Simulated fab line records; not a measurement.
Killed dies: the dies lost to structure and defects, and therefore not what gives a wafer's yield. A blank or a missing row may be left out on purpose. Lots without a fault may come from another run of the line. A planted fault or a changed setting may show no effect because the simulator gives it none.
Problem report in the 8D (eight disciplines) form, filled by code / flow gf180mcu / the parts of the form that need people (team, actions taken, sign-off) are left out

1. PROBLEM STATEMENT
Across 9 wafers from 3 lots, MVSD_RS at GF_VT_IMPLANT_RS_MEAS_46 averages 468.1 ohm/sq, while fault-free wafers read 457.0 ohm/sq with a standard deviation of 1.2. That puts it +9.2 standard deviations away from the usual mean.
The step: measures by four-point-probe.
Earliest sighting: wafer L948.1 on film_metro-03 at day 10 22:31. The record holds 36 wafers of 12 lots with a number at this step. The rule behind "out" and "out of limits": a value lying over 4 standard deviations away from the usual mean. The rest of the wafers with a number are treated as sound.

2. WHAT IT IS; WHAT IT IS NOT
question=which readings at this step | is=MVSD_RS | is not=-
question=which lots | is=L948, L949, L950 | is not=L936, L937, L938, L940, L942, L943, L946, L947, L953
question=which wafers of those lots | is=all that have a number | is not=-
question=read on which gauges | is=film_metro-01, film_metro-03, film_metro-04 | is not=-
question=when | is=from day 10 22:31 | is not=up to then (24 sound wafers); but 3 sound wafers of L953 came after

3. SUSPECTS, AND WHAT RULES EACH OUT
Counting: a tool at any process step up to the reading remains a suspect when it ran all the lots that are out and ran no sound lot after the first of those.
- the gauge at GF_VT_IMPLANT_RS_MEAS_46 is ruled out. 3 gauges (film_metro-01, film_metro-03, film_metro-04) read the wafers that are out.
- implanter-02 at GF_MVSD_IMPLANT_08: kept. All lots that are out passed through it, beginning with L948 at day 7 08:02, and no sound lot followed; its final sound lot before that point was L943 at day 6 01:37. On those wafers its own readings are out: dose_ions_cm2.
Remaining after the count: implanter-02 at GF_MVSD_IMPLANT_08.

4. THE CAUSE (what the simulator had put in)
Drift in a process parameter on implanter-02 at GF_MVSD_IMPLANT_08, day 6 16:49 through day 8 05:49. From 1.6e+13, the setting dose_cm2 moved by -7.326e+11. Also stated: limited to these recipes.
After counting, this tool was the only one left.

5. SEQUENCE OF EFFECTS, ordered by route
One row per reading whose mean, taken over the struck wafers that have a number, lies over 3 standard deviations from the usual. Only readings whose record carries a usual standard deviation are examined. hours: median over the lots of the time between each lot's start at the first step of this table that gives one and its start at this step. sigmas: the change, counted in usual standard deviations.
hours=0; step=GF_MVSD_IMPLANT_08; reading=dose_ions_cm2; usual=1.6e+13; on struck wafers=1.5e+13; change=-7.3e+11; sigmas=-43
hours=88; step=GF_VT_IMPLANT_RS_MEAS_46; reading=MVSD_RS; usual=457.0 ohm/sq; on struck wafers=468.1; change=+11.1; sigmas=+9.2
It contains these process steps:
- GF_MVSD_IMPLANT_08
Later measuring or inspecting steps at which every struck wafer that the step has a row for has a number for every such reading, and none has moved that far: GF_SAB_OVL_MEAS_10.

6. HOW IT WOULD HAVE BEEN CAUGHT EARLIER
The first out-of-limits reading at a measuring or inspecting step in this record came at day 10 22:31, 102 hours after the fault's start at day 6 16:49.
The tool's own readings at GF_MVSD_IMPLANT_08 were out on every struck wafer that the step has a row for (dose_ions_cm2): an alarm limit on them would have fired on the first of those.
The start of GF_MVSD_IMPLANT_08 on implanter-02 came by day 10 22:31 for every one of the lots that are out (3). A hold on the tool at that time would have spared none of them.
